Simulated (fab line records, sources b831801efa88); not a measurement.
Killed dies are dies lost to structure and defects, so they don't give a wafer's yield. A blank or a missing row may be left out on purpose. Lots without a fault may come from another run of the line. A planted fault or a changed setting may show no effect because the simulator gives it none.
Chamber matching | flow gf180mcu | GF_V1_ETCH_16 on rie_diel-01: 4 sister chambers
The step etches BARC in N2/H2. 16 wafers are shown with their chamber, then 8 later ones without.

WAFERS WITH THEIR CHAMBER
wafer  | chamber | drypump_motor_current_A (A) | oes_product_au (a.u.) | throttle_valve_pct (%)
L076.1 | 1       | 5.33                        | 0.850                 | 13.228
L076.3 | 2       | 5.54                        | 0.853                 | 13.223
L076.5 | 0       | 5.71                        | 0.860                 | 13.216
L077.1 | 0       | 5.72                        | 0.857                 | 13.230
L077.2 | 2       | 5.59                        | 0.858                 | 13.224
L077.6 | 1       | 5.34                        | 0.853                 | 13.227
L083.3 | 2       | 5.55                        | 0.859                 | 13.219
L083.5 | 1       | 5.32                        | 0.850                 | 13.234
L083.6 | 0       | 5.72                        | 0.857                 | 13.234
L086.2 | 1       | 5.34                        | 0.853                 | 13.217
L086.5 | 0       | 5.75                        | 0.864                 | 13.228
L086.6 | 3       | 5.34                        | 0.868                 | 13.243
L087.1 | 1       | 5.35                        | 0.864                 | 13.211
L087.4 | 0       | 5.70                        | 0.859                 | 13.214
L087.6 | 1       | 5.31                        | 0.857                 | 13.227
L091.1 | 2       | 5.56                        | 0.856                 | 13.219

SIGNATURES (means of the wafers above)
reading                 | chamber 0 | chamber 1 | chamber 2 | chamber 3 | scatter within a chamber
drypump_motor_current_A | 5.7200    | 5.3317    | 5.5600    | 5.3400    | 0.018
oes_product_au          | 0.85940   | 0.85450   | 0.85650   | 0.86800   | 0.00404
throttle_valve_pct      | 13.22440  | 13.22400  | 13.22125  | 13.24300  | 0.00757
Rule: a wafer's distance from a chamber is the root of the sum, over the readings, of the square of ((its reading less the chamber's mean) divided by the reading's scatter). The wafer belongs to the nearest chamber; if the next one is less than 2 further off, it can't be placed. The scatter: the root of (the sum of the squares of (reading less its chamber's mean) over the shown wafers, divided by (wafers less chambers)).

WAFERS WITHOUT THEIR CHAMBER
wafer  | drypump_motor_current_A (A) | oes_product_au (a.u.) | throttle_valve_pct (%)
L091.2 | 5.33                        | 0.861                 | 13.211
L091.3 | 5.34                        | 0.862                 | 13.235
L093.2 | 5.37                        | 0.854                 | 13.215
L093.5 | 5.77                        | 0.858                 | 13.205
L093.6 | 5.36                        | 0.858                 | 13.228
L095.1 | 5.34                        | 0.869                 | 13.214
L095.2 | 5.38                        | 0.858                 | 13.235
L095.4 | 5.56                        | 0.853                 | 13.220

WHICH CHAMBER EACH WENT THROUGH
wafer  | from the rows above     | in truth
L091.2 | 1                       | 1
L091.3 | can't be placed: 3 or 1 | 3
L093.2 | 1                       | 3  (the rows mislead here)
L093.5 | 0                       | 0
L093.6 | can't be placed: 1 or 3 | 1
L095.1 | can't be placed: 3 or 1 | 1
L095.2 | can't be placed: 1 or 3 | 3
L095.4 | 2                       | 2
Placed correctly: 3 of 8. Can't be placed from these rows: 4 (the true chamber is among the candidates in 4). Placed wrongly: 1.
